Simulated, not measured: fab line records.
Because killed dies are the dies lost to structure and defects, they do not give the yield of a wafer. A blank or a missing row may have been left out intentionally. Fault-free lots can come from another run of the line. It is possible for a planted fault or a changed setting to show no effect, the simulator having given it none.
fab line records	flow gf180mcu	part 2 of 2: steps 27 to 35 of 35
record: lots: 5	wafers: 15	lastDay: 33
route steps=602 shown M2@378 V2@382 M3@409
lots with no fault: from the same line, run without faults
startH: hours from the record's opening day to when the first of the lot's shown wafers began	waitH: hours since the lot's step before	" as in the row above	L1.1+2: several wafers, shown together as one row	- no value, or no start given	* or withheld: withheld	< > ~ a bound
route shown NAME@n: names a module that has steps shown in the file, with the first one's number in the route	usual: average and standard deviation across the fault-free wafers	same: alike in all rows	chamber/n: place in a boat	sites: the reading at each site	_std_site: their standard deviation	_edge_site: mean of outer sites minus mean of inner sites	radiusMm: how far each site lies from the wafer's centre	mask NAME#n: copy n	behind: the last tool/chamber to shape the wafer	hold: reason for holding the lot/hours on hold/outcome of the hold	device: the transistor (n, p or np) that didn't switch	end of line: the route-end tests of the same wafers	a step given without rows: its recipe and nothing more	killed: the dies lost at the first sort to structure and to defects; this is not the yield of the wafer	map: the dies of a wafer, with x for killed, . for not killed, _ for no die there
set.NAME: setting as actually run; set.NAME@STEP: the setting as run at that earlier step	model.NAME: the simulator's own value behind a step, which no gauge read
certain route steps with their lots: each step a table, each wafer a row
services: the hour from which a tool's chamber was out of use, counted from the record's first day as startH (under 0 if before that day), plus the number of hours and why
== steps ==
step: GF_V2_SPUTTER_22
recipe: material: TiN	targetThkNm: 10	chamberPressurePa: 5	powerW: 4000	timeS: 40
usual: throttleValvePct: 30.1/0.87
lot.wafer	tool	chamber	startH	waitH	throttleValvePct
L074.2	pvdSputter-01	-	461.34	0.0	29.8
L074.3	"	-	"	"	31.1
L074.5	"	-	"	"	31.5
L077.1	pvdSputter-03	-	489.89	0.0	29.9
L077.2	"	-	"	"	31.1
L077.3	"	-	"	"	30.0
L093.1	pvdSputter-04	-	614.90	0.0	29.2
L093.4	"	-	"	"	29.7
L093.6	"	-	"	"	29.7
L094.2	pvdSputter-04	-	616.18	0.0	29.4
L094.3	"	-	"	"	29.8
L094.4	"	-	"	"	29.9
L096.2	pvdSputter-01	-	630.40	0.0	31.2
L096.5	"	-	"	"	31.2
L096.6	"	-	"	"	30.7
step: GF_V2_CVD_23
recipe: material: W	targetThkNm: 350	timeS: 104.94	tempC: 400	pressureTorr: 40
usual: heaterPowerW: 842/73	susceptorTempC: 400.01/0.22
lot.wafer	tool	chamber	startH	waitH	heaterPowerW	susceptorTempC
L074.2	cvdW-01	0	461.42	0.1	766	400.13
L074.3	"	0	"	"	754	399.64
L074.5	"	0	"	"	751	399.92
L077.1	cvdW-01	1	489.93	0.0	958	400.24
L077.2	"	0	"	"	749	399.66
L077.3	"	1	"	"	989	400.06
L093.1	cvdW-01	1	614.94	0.0	944	399.91
L093.4	"	1	"	"	952	400.08
L093.6	"	1	"	"	967	400.07
L094.2	cvdW-02	0	616.22	0.0	818	400.53
L094.3	"	1	"	"	839	399.95
L094.4	"	0	"	"	817	400.63
L096.2	cvdW-02	1	630.44	0.0	840	399.92
L096.5	"	0	"	"	835	400.13
L096.6	"	1	"	"	852	400.05
step: GF_V2_RS_MEAS_24
recipe: thkMeasGauge: four-point-probe	reads: W_of_V2_CVD_23+TiN_of_V2_SPUTTER_22+Ti_of_V2_SPUTTER_21
usual: V2_W_RS: 0.327/0.0066
lot.wafer	tool	chamber	startH	waitH	V2_W_RS[ohm/sq]
L074.2	filmMetro-02	-	461.63	0.2	0.322
L074.3	"	-	"	"	0.327
L074.5	"	-	"	"	0.324
L077.1	filmMetro-03	-	490.05	0.1	0.311
L077.2	"	-	"	"	0.328
L077.3	"	-	"	"	0.311
L093.1	filmMetro-01	-	615.17	0.2	0.313
L093.4	"	-	"	"	0.314
L093.6	"	-	"	"	0.313
L094.2	filmMetro-01	-	616.35	0.1	0.329
L094.3	"	-	"	"	0.333
L094.4	"	-	"	"	0.332
L096.2	filmMetro-01	-	630.58	0.1	0.330
L096.5	"	-	"	"	0.328
L096.6	"	-	"	"	0.332
step: GF_V2_THK_MEAS_25
recipe: thkMeasGauge: xrf	reads: W_of_V2_CVD_23
usual: V2_W_THK: 342/6.7
lot.wafer	tool	chamber	startH	waitH	V2_W_THK[nm]
L074.2	filmMetro-02	-	461.74	0.1	345
L074.3	"	-	"	"	341
L074.5	"	-	"	"	345
L077.1	filmMetro-03	-	490.17	0.1	353
L077.2	"	-	"	"	337
L077.3	"	-	"	"	356
L093.1	filmMetro-01	-	615.29	0.1	358
L093.4	"	-	"	"	354
L093.6	"	-	"	"	356
L094.2	filmMetro-01	-	616.46	0.1	341
L094.3	"	-	"	"	338
L094.4	"	-	"	"	336
L096.2	filmMetro-01	-	630.69	0.1	340
L096.5	"	-	"	"	343
L096.6	"	-	"	"	337
step: GF_V2_CMP_26
recipe: stopOn: SiO2	downForcePsi: 3.5	platenRpm: 60	tOverpolishS: 15	targetThkNm: 0	padVelocityMS: 0.94248
usual: motorCurrentA: 10.7/0.85	overpolishRunS: 15.002/0.0089	timeToEndpointS: 87/4.9
lot.wafer	tool	chamber	startH	waitH	motorCurrentA	overpolishRunS	timeToEndpointS
L074.2	cmp-02	0	461.79	0.0	10.2	15.004	89
L074.3	"	1	"	"	11.4	15.013	86
L074.5	"	1	"	"	11.8	15.001	84
L077.2	cmp-01	3	490.23	0.0	9.9	14.997	88
L077.3	"	0	"	"	10.5	14.996	87
L077.1	"	2	"	"	11.3	15.010	91
L093.4	cmp-02	0	615.40	0.1	9.8	14.998	96
L093.1	"	2	"	"	9.2	15.004	88
L093.6	"	0	"	"	9.7	14.998	95
L094.4	cmp-01	2	616.56	0.1	11.2	15.006	84
L094.3	"	3	"	"	10.2	14.997	79
L094.2	"	0	"	"	11.0	15.003	76
L096.2	cmp-02	0	630.79	0.1	10.1	15.003	89
L096.5	"	3	"	"	10.4	14.998	84
L096.6	"	0	"	"	9.8	14.976	90
step: GF_M3_SPUTTER_00
recipe: material: Ti	targetThkNm: 37.5	arrivingIonEnergyEv: 80	substrateTempC: 200	chamberPressurePa: 2	powerW: 4000	timeS: 150
usual: throttleValvePct: 29.9/1.1
lot.wafer	tool	chamber	startH	waitH	throttleValvePct
L074.2	pvdSputter-02	-	462.09	0.2	29.9
L074.3	"	-	"	"	30.4
L074.5	"	-	"	"	30.7
L077.1	pvdSputter-01	-	490.53	0.1	29.7
L077.2	"	-	"	"	31.2
L077.3	"	-	"	"	30.8
L093.1	pvdSputter-01	-	615.65	0.1	32.0
L093.4	"	-	"	"	31.4
L093.6	"	-	"	"	31.2
L094.2	pvdSputter-01	-	616.81	0.1	32.0
L094.3	"	-	"	"	30.6
L094.4	"	-	"	"	29.5
L096.2	pvdSputter-04	-	631.04	0.2	29.8
L096.5	"	-	"	"	29.2
L096.6	"	-	"	"	29.7
step: GF_M3_SPUTTER_01
recipe: material: TiN	targetThkNm: 30	powerW: 6500	timeS: 25	chamberPressurePa: 0.4
usual: throttleValvePct: 29.9/1.1
lot.wafer	tool	chamber	startH	waitH	throttleValvePct
L074.2	pvdSputter-02	-	462.19	0.1	29.8
L074.3	"	-	"	"	30.7
L074.5	"	-	"	"	30.7
L077.1	pvdSputter-01	-	490.63	0.1	29.7
L077.2	"	-	"	"	31.4
L077.3	"	-	"	"	30.9
L093.1	pvdSputter-01	-	615.75	0.1	31.8
L093.4	"	-	"	"	30.9
L093.6	"	-	"	"	31.2
L094.2	pvdSputter-01	-	616.92	0.1	31.8
L094.3	"	-	"	"	30.9
L094.4	"	-	"	"	29.5
L096.2	pvdSputter-04	-	631.14	0.1	29.5
L096.5	"	-	"	"	29.4
L096.6	"	-	"	"	29.7
step: GF_M3_SPUTTER_02
recipe: material: AlCu	targetThkNm: 450	powerW: 10600	timeS: 23.9	chamberPressurePa: 0.4
usual: throttleValvePct: 29.9/1.1
lot.wafer	tool	chamber	startH	waitH	throttleValvePct
L074.2	pvdSputter-02	-	462.22	0.0	29.9
L074.3	"	-	"	"	30.6
L074.5	"	-	"	"	30.8
L077.1	pvdSputter-01	-	490.66	0.0	29.5
L077.2	"	-	"	"	31.1
L077.3	"	-	"	"	30.8
L093.1	pvdSputter-01	-	615.79	0.0	31.7
L093.4	"	-	"	"	31.3
L093.6	"	-	"	"	31.2
L094.2	pvdSputter-01	-	616.95	0.0	32.0
L094.3	"	-	"	"	31.0
L094.4	"	-	"	"	29.5
L096.2	pvdSputter-04	-	631.17	0.0	29.6
L096.5	"	-	"	"	29.1
L096.6	"	-	"	"	30.1
step: GF_M3_SPUTTER_03
recipe: material: Ti	targetThkNm: 10	substrateTempC: 300	chamberPressurePa: 0.3	powerW: 3000	timeS: 6.7
usual: throttleValvePct: 29.9/1.1
lot.wafer	tool	chamber	startH	waitH	throttleValvePct
L074.2	pvdSputter-02	-	462.25	0.0	29.9
L074.3	"	-	"	"	30.4
L074.5	"	-	"	"	30.4
L077.1	pvdSputter-01	-	490.69	0.0	29.5
L077.2	"	-	"	"	30.9
L077.3	"	-	"	"	30.7
L093.1	pvdSputter-01	-	615.82	0.0	31.7
L093.4	"	-	"	"	31.3
L093.6	"	-	"	"	31.3
L094.2	pvdSputter-01	-	616.99	0.0	31.8
L094.3	"	-	"	"	30.7
L094.4	"	-	"	"	29.6
L096.2	pvdSputter-04	-	631.20	0.0	29.6
L096.5	"	-	"	"	29.5
L096.6	"	-	"	"	30.0
== services ==
tool	chamber	startH	hours	kind
pvdSputter-01	-	414.30	1.8	repair
rieDiel-03	-	418.75	0.6	repair
hdpcvd-02	2	419.14	11.9	repair
krfScanner-01	-	424.97	0.6	repair
cmp-02	-	433.29	3.6	repair
cvdW-01	-	448.34	4.3	pm
cvdW-01	1	455.81	7.5	repair
krfScanner-01	-	461.45	1.0	pm
plasmaAsher-02	-	482.93	9.9	repair
rieDiel-03	2	487.39	8.6	repair
rieDiel-03	3	505.59	6.1	repair
cmp-01	-	507.01	2.7	pm
pvdSputter-04	-	522.68	4.2	repair
plasmaAsher-02	-	543.88	4.3	pm
cmp-01	-	544.59	4.8	pm
plasmaAsher-01	-	569.36	15.6	pm
rieDiel-03	1	589.15	1.9	repair
pvdSputter-04	-	590.77	3.4	repair
pvdSputter-02	-	592.20	4.6	repair
pvdSputter-02	-	605.02	3.2	repair
rieDiel-03	2	607.24	15.1	repair
cmp-01	-	612.90	0.3	repair
rieDiel-03	2	628.20	2.3	repair
cmp-01	-	629.91	1.7	repair
